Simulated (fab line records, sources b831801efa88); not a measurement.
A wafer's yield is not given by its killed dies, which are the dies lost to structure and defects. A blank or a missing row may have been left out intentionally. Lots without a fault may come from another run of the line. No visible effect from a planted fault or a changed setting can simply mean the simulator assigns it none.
What tool caused it? / flow sky130 / 12 lots, 36 wafers sampled, at 4 steps of a route of 708

WHAT THE GAUGES READ, wafer by wafer
SKY_NWELL_TW_MEAS_26.
lot=L468; measured=day 5 21:35; on=film_metro-01; NWELL_2_TW=502 503 499
lot=L469; measured=day 6 04:05; on=film_metro-01; NWELL_2_TW=502 498 501
lot=L471; measured=day 6 17:55; on=film_metro-02; NWELL_2_TW=497 497 498
lot=L472; measured=day 7 01:53; on=film_metro-01; NWELL_2_TW=501 504 502
lot=L473; measured=day 7 02:41; on=film_metro-01; NWELL_2_TW=504 502 502
lot=L474; measured=day 7 09:13; on=film_metro-03; NWELL_2_TW=609 611 607
lot=L475; measured=day 7 14:16; on=film_metro-02; NWELL_2_TW=623 623 623
lot=L482; measured=day 9 12:20; on=film_metro-03; NWELL_2_TW=493 491 493
lot=L486; measured=day 10 06:24; on=film_metro-03; NWELL_2_TW=489 491 490
lot=L487; measured=day 10 13:21; on=film_metro-02; NWELL_2_TW=501 498 498
lot=L488; measured=day 11 00:58; on=film_metro-02; NWELL_2_TW=501 500 502
lot=L489; measured=day 11 05:54; on=film_metro-02; NWELL_2_TW=498 501 501

SKY_SD_P_CD_MEAS_07: the cd target is 380 nm.
lot=L468; measured=day 26 08:01; on=cd_sem-02; cd_nm (nm)=380.0 380.6 381.2
lot=L469; measured=day 26 23:49; on=cd_sem-01; cd_nm (nm)=378.7 376.9 376.3
lot=L471; measured=day 27 19:25; on=cd_sem-01; cd_nm (nm)=380.5 379.8 379.7
lot=L472; measured=day 28 02:52; on=cd_sem-02; cd_nm (nm)=378.7 380.7 379.9
lot=L473; measured=day 28 05:50; on=cd_sem-02; cd_nm (nm)=378.9 377.8 375.9
lot=L474; measured=day 28 10:57; on=cd_sem-02; cd_nm (nm)=380.5 382.6 379.9
lot=L475; measured=day 28 21:15; on=cd_sem-01; cd_nm (nm)=386.2 384.7 382.8
lot=L482; measured=day 31 03:08; on=cd_sem-01; cd_nm (nm)=380.6 381.9 379.5
lot=L486; measured=day 32 15:38; on=cd_sem-02; cd_nm (nm)=377.4 376.8 374.9
lot=L487; measured=day 32 13:26; on=cd_sem-02; cd_nm (nm)=378.8 377.2 378.2
lot=L488; measured=day 33 01:55; on=cd_sem-02; cd_nm (nm)=381.6 382.8 382.6
lot=L489; measured=day 33 07:56; on=cd_sem-01; cd_nm (nm)=376.2 377.7 376.0

EACH LOT AND THE TOOL THAT RAN IT (in order: tool; ch and the chambers of the sampled wafers; start)
lot=L468; SKY_NWELL_IMPLANT_24=implanter-04 ch 0, day 5 21:21; SKY_GATE_OXIDE_STRIP_13=plasma_asher-04 ch 0,1, day 14 15:17
lot=L469; SKY_NWELL_IMPLANT_24=implanter-02 ch 0, day 6 03:51; SKY_GATE_OXIDE_STRIP_13=plasma_asher-03 ch 0,1, day 15 07:35
lot=L471; SKY_NWELL_IMPLANT_24=implanter-04 ch 0, day 6 17:40; SKY_GATE_OXIDE_STRIP_13=plasma_asher-03 ch 0,1, day 15 20:38
lot=L472; SKY_NWELL_IMPLANT_24=implanter-04 ch 0, day 7 01:39; SKY_GATE_OXIDE_STRIP_13=plasma_asher-03 ch 0,1, day 16 05:17
lot=L473; SKY_NWELL_IMPLANT_24=implanter-01 ch 0, day 7 02:26; SKY_GATE_OXIDE_STRIP_13=plasma_asher-04 ch 1, day 16 05:30
lot=L474; SKY_NWELL_IMPLANT_24=implanter-01 ch 0, day 7 08:42; SKY_GATE_OXIDE_STRIP_13=plasma_asher-04 ch 0,1, day 16 14:41
lot=L475; SKY_NWELL_IMPLANT_24=implanter-02 ch 0, day 7 13:42; SKY_GATE_OXIDE_STRIP_13=plasma_asher-03 ch 0,1, day 17 00:09
lot=L482; SKY_NWELL_IMPLANT_24=implanter-02 ch 0, day 9 12:05; SKY_GATE_OXIDE_STRIP_13=plasma_asher-02 ch 0,1, day 19 14:05
lot=L486; SKY_NWELL_IMPLANT_24=implanter-02 ch 0, day 10 06:09; SKY_GATE_OXIDE_STRIP_13=plasma_asher-04 ch 0,1, day 21 03:02
lot=L487; SKY_NWELL_IMPLANT_24=implanter-02 ch 0, day 10 13:08; SKY_GATE_OXIDE_STRIP_13=plasma_asher-02 ch 0,1, day 21 02:46
lot=L488; SKY_NWELL_IMPLANT_24=implanter-04 ch 0, day 11 00:43; SKY_GATE_OXIDE_STRIP_13=plasma_asher-03 ch 0,1, day 21 19:50
lot=L489; SKY_NWELL_IMPLANT_24=implanter-01 ch 0, day 11 05:41; SKY_GATE_OXIDE_STRIP_13=plasma_asher-03 ch 0,1, day 22 01:28
- SKY_NWELL_IMPLANT_24
- SKY_GATE_OXIDE_STRIP_13: strips in O2/N2.

AS READ BY THE TOOLS THEMSELVES (means over the sampled wafers that have a number; for cases with no such wafer, the mark the record gives instead)
SKY_NWELL_IMPLANT_24.
lot=L468; tool=implanter-04; beam_on_s (s)=9.82
lot=L469; tool=implanter-02; beam_on_s (s)=9.96
lot=L471; tool=implanter-04; beam_on_s (s)=10.05
lot=L472; tool=implanter-04; beam_on_s (s)=9.92
lot=L473; tool=implanter-01; beam_on_s (s)=9.93
lot=L474; tool=implanter-01; beam_on_s (s)=10.03
lot=L475; tool=implanter-02; beam_on_s (s)=10.00
lot=L482; tool=implanter-02; beam_on_s (s)=9.94
lot=L486; tool=implanter-02; beam_on_s (s)=9.88
lot=L487; tool=implanter-02; beam_on_s (s)=9.86
lot=L488; tool=implanter-04; beam_on_s (s)=9.90
lot=L489; tool=implanter-01; beam_on_s (s)=10.01

SKY_GATE_OXIDE_STRIP_13.
lot=L468; tool=plasma_asher-04; drypump_motor_current_A (A)=5.6; oes_product_au (a.u.)=0.718; strip_time_to_endpoint_s (s)=14.19
lot=L469; tool=plasma_asher-03; drypump_motor_current_A (A)=6.4; oes_product_au (a.u.)=0.722; strip_time_to_endpoint_s (s)=14.17
lot=L471; tool=plasma_asher-03; drypump_motor_current_A (A)=6.4; oes_product_au (a.u.)=0.715; strip_time_to_endpoint_s (s)=14.18
lot=L472; tool=plasma_asher-03; drypump_motor_current_A (A)=6.3; oes_product_au (a.u.)=0.717; strip_time_to_endpoint_s (s)=14.12
lot=L473; tool=plasma_asher-04; drypump_motor_current_A (A)=6.4; oes_product_au (a.u.)=0.711; strip_time_to_endpoint_s (s)=14.14
lot=L474; tool=plasma_asher-04; drypump_motor_current_A (A)=5.6; oes_product_au (a.u.)=0.722; strip_time_to_endpoint_s (s)=14.20
lot=L475; tool=plasma_asher-03; drypump_motor_current_A (A)=6.4; oes_product_au (a.u.)=0.721; strip_time_to_endpoint_s (s)=14.13
lot=L482; tool=plasma_asher-02; drypump_motor_current_A (A)=5.9; oes_product_au (a.u.)=0.714; strip_time_to_endpoint_s (s)=14.27
lot=L486; tool=plasma_asher-04; drypump_motor_current_A (A)=5.6; oes_product_au (a.u.)=0.722; strip_time_to_endpoint_s (s)=14.15
lot=L487; tool=plasma_asher-02; drypump_motor_current_A (A)=5.9; oes_product_au (a.u.)=0.718; strip_time_to_endpoint_s (s)=14.21
lot=L488; tool=plasma_asher-03; drypump_motor_current_A (A)=6.2; oes_product_au (a.u.)=0.716; strip_time_to_endpoint_s (s)=14.17
lot=L489; tool=plasma_asher-03; drypump_motor_current_A (A)=6.2; oes_product_au (a.u.)=0.717; strip_time_to_endpoint_s (s)=14.18

THE ANSWER, worked out from the rows above alone
Rule: the lots themselves supply what counts as usual. Put in order of their means at a reading, lots are off if they are a third of the lots or fewer, leave a main group of 4 or more, and stand apart from it by a gap of 3 or more times the standard deviation of the main group's means; of several such gaps the widest counts. Not used: any main group whose means are identical at the precision the tables above print for the reading. Also off: a lot with no number at a reading for which 4 or more lots have one. Where the step has rows for the other lots, those lots are counted as sound. Order of review: gauges by route order, followed by the tools' own readings, for which a lot's mean as printed above is used. The first step at which some lot is off is used, and at that step the reading that is off furthest; a lot without a number counts as furthest.
Off: at SKY_NWELL_TW_MEAS_26 (NWELL_2_TW), L474, L475. Mean 499 and standard deviation 4 in the main group.
If a tool, at a process step before that reading, ran all the lots that are off and no sound lot after the first of them, it fits. Those tools and the gauges at SKY_NWELL_TW_MEAS_26 are tried in the same way. Not one of the candidates tried fits.

WHAT HAD BEEN PUT IN BY THE SIMULATOR
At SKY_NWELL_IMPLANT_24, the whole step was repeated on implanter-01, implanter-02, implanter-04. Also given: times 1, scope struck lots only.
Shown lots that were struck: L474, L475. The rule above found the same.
